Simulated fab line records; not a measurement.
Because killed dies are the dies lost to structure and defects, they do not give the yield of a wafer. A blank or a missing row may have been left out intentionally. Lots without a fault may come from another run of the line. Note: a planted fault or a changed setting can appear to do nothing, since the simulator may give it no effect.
fab line records ; flow sfqLine
record lots=14; wafers=41; lastDay=87
route steps=325 shown A5B@209
lots that met no fault: from a run of the same line without faults
startH: the number of hours between the record's first day and the start of the first shown wafer of the lot ; waitH: time in hours since the lot's previous step ; " same as the row above ; L1.1+2: a row that stands for several wafers ; - either no value or no given start ; * or withheld: withheld ; < > ~ a bound
route shown NAME@n: NAME is a module with steps in the file, n the number in the route of the first one ; usual: mean/standard deviation of fault-free wafers ; same: alike in all rows ; chamber/n: place in a boat ; sites: per-site readings ; _std_site: their standard deviation ; _edge_site: mean of outer sites minus mean of inner sites ; radiusMm: how far each site lies from the wafer's centre ; mask NAME#n: copy n ; behind: the tool/chamber that last shaped the wafer ; hold: why the lot went on hold/how many hours it stayed there/how the hold came to an end ; device: names the non-switching transistor (n, p or np) ; end of line: tests run on the same wafers once the route is complete ; where a step has no rows: the recipe by itself ; killed: dies lost to structure and defects at the first sort, not the wafer's yield ; map: per-die view of a wafer (x killed, . not killed, _ where there is no die)
set.NAME: the setting the step ran with; set.NAME@STEP: the setting that earlier step ran with ; model.NAME: the simulator's own value behind a step, which no gauge read
the route's steps for a sample of lots (tables are steps, rows are wafers)
services: the hour from which a tool's chamber was out of use, counted from the record's first day as startH (under 0 if before that day), plus the number of hours and why
## steps
# step SFQ_TRILAYER_A5B_DEP_PECVD_129
# recipe material=SiO2; tempC=150; timeS=133.33; pressureTorr=2.4; rfW=183.3; precursor=SiH4/N2O; targetThkNm=600
# usual chamberPressureTorr=2.399/0.0052; heaterPowerOuterW=33/9.1; heaterPowerW=86/16; showerheadVppV=844/45; throttleValvePct=24.9/1.4
lot.wafer;tool;chamber;startH;waitH;chamberPressureTorr;heaterPowerOuterW;heaterPowerW;showerheadVppV;throttleValvePct
L636.4;pecvd-03;1;1165.43;0.0;2.400;22;66;876;27.6
L636.5;pecvd-03;2;1165.43;0.0;2.394;55;122;775;24.3
L636.6;pecvd-03;0;1165.43;0.0;2.402;24;68;908;24.9
L637.1;pecvd-01;2;1165.74;0.0;2.405;29;81;786;24.0
L637.2;pecvd-01;1;1165.74;0.0;2.390;34;95;890;23.1
L637.3;pecvd-01;0;1165.74;0.0;2.394;33;78;832;23.1
L638.1;pecvd-02;1;1242.45;0.0;2.401;34;94;847;26.5
L638.2;pecvd-02;0;1242.45;0.0;2.404;38;92;788;25.2
L638.6;pecvd-02;0;1242.45;0.0;2.399;42;97;792;25.1
L639.1;pecvd-01;0;1243.38;0.0;2.393;27;68;836;23.9
L639.2;pecvd-01;1;1243.38;0.0;2.407;26;83;888;23.1
L639.4;pecvd-01;0;1243.38;0.0;2.402;31;71;834;23.5
L642.1;pecvd-03;0;1248.05;0.0;2.396;24;68;927;24.7
L642.4;pecvd-03;0;1248.05;0.0;2.394;26;71;900;24.7
L642.6;pecvd-03;1;1248.05;0.0;2.402;21;64;872;27.9
L645.1;pecvd-03;0;1263.03;0.0;2.389;19;62;914;24.9
L645.3;pecvd-03;2;1263.03;0.0;2.399;48;117;800;24.2
L645.4;pecvd-03;2;1263.03;0.0;2.402;51;119;791;24.4
L647.2;pecvd-02;1;1281.36;0.0;2.403;37;103;852;27.0
L647.5;pecvd-02;2;1281.36;0.0;2.402;26;75;839;24.7
L647.6;pecvd-02;0;1281.36;0.0;2.402;36;90;786;25.0
L650.3;pecvd-02;0;1312.89;0.0;-;-;-;-;-
L650.4;pecvd-02;0;1312.89;0.0;-;-;-;-;-
L650.6;pecvd-02;2;1312.89;0.0;-;-;-;-;-
L651.1;pecvd-01;1;1318.54;0.0;-;-;-;-;-
L651.3;pecvd-01;2;1318.54;0.0;-;-;-;-;-
L652.2;pecvd-01;1;1362.10;0.0;2.398;32;91;884;23.3
L652.3;pecvd-01;2;1362.10;0.0;2.398;34;87;796;24.2
L652.6;pecvd-01;1;1362.10;0.0;2.401;33;94;887;23.5
L655.3;pecvd-02;1;1377.57;0.0;2.392;35;93;854;23.5
L655.4;pecvd-02;2;1377.57;0.0;2.395;26;77;836;23.8
L655.6;pecvd-02;1;1377.57;0.0;2.389;37;97;877;23.6
L657.2;pecvd-01;2;1519.49;0.0;2.398;36;88;792;24.6
L657.3;pecvd-01;0;1519.49;0.0;2.400;33;76;830;25.3
L657.5;pecvd-01;1;1519.49;0.0;2.393;35;98;872;23.9
L658.2;pecvd-03;1;1526.69;0.0;2.396;24;70;871;28.0
L658.4;pecvd-03;2;1526.69;0.0;2.399;51;118;774;23.9
L658.6;pecvd-03;1;1526.69;0.0;2.394;25;72;880;28.3
L659.1;pecvd-01;0;1529.09;0.0;2.396;35;77;856;25.2
L659.3;pecvd-01;1;1529.09;0.0;2.400;38;101;881;24.1
L659.5;pecvd-01;0;1529.09;0.0;2.393;38;85;842;25.2
# step SFQ_TRILAYER_A5B_METRO_MEASURE_131
lot.wafer;tool;chamber;startH;waitH
L636.4+5+6;filmMetro-02;-;1171.07;2.6
L637.1+2+3;filmMetro-04;-;1173.03;1.5
L638.1+2+6;filmMetro-01;-;1245.59;1.0
L639.1+2+4;filmMetro-02;-;1246.47;1.0
L642.1+4+6;filmMetro-04;-;1253.01;1.5
L645.1+3+4;filmMetro-02;-;1269.01;2.0
L647.2+5+6;filmMetro-01;-;1289.20;1.2
L650.3+4+6;filmMetro-01;-;1316.90;2.9
L651.1+3;filmMetro-04;-;1321.63;2.5
L652.2+3+6;filmMetro-01;-;1365.88;1.2
L655.3+4+6;filmMetro-01;-;1381.24;1.9
L657.2+3+5;filmMetro-01;-;1522.78;2.2
L658.2+4+6;filmMetro-02;-;1529.98;2.2
L659.1+3+5;filmMetro-01;-;1532.22;2.5
## services
tool;chamber;startH;hours;kind
pecvd-02;-;1144.82;23.0;repair
filmMetro-02;-;1151.97;0.6;pm
pecvd-02;2;1158.62;11.4;repair
filmMetro-01;-;1161.38;1.7;pm
filmMetro-01;-;1167.75;0.2;pm
filmMetro-01;-;1177.79;1.3;pm
filmMetro-02;-;1195.64;1.4;pm
pecvd-02;0;1205.30;4.0;repair
pecvd-01;1;1218.00;4.5;repair
pecvd-02;-;1220.66;1.4;repair
pecvd-02;2;1230.14;24.9;repair
filmMetro-02;-;1248.72;0.2;pm
pecvd-02;2;1259.04;14.1;repair
filmMetro-02;-;1287.49;6.9;pm
pecvd-03;2;1288.99;13.4;repair
filmMetro-01;-;1296.44;0.7;pm
pecvd-01;-;1357.37;1.3;repair
pecvd-01;-;1378.33;1.3;repair
pecvd-01;2;1401.32;7.7;repair
filmMetro-01;-;1406.38;0.7;pm
filmMetro-01;-;1422.59;0.7;pm
pecvd-01;0;1464.61;4.2;repair
pecvd-01;-;1514.28;2.2;repair
pecvd-01;2;1528.30;10.8;repair
## key
firstSign step=SFQ_TRILAYER_A5B_DEP_PECVD_129; reading=toolRecord; direction=missing
effect none on later readings
metAt SFQ_TRILAYER_A5B_DEP_PECVD_129
struckLots L650,L651
onsetBetween 1281.36 1312.89
fault kind=skippedStepWhole; tool=pecvd-01,pecvd-02; chamber=-; onsetH=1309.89; steps=SFQ_TRILAYER_A5B_DEP_PECVD_129; scope=struckLotsOnly
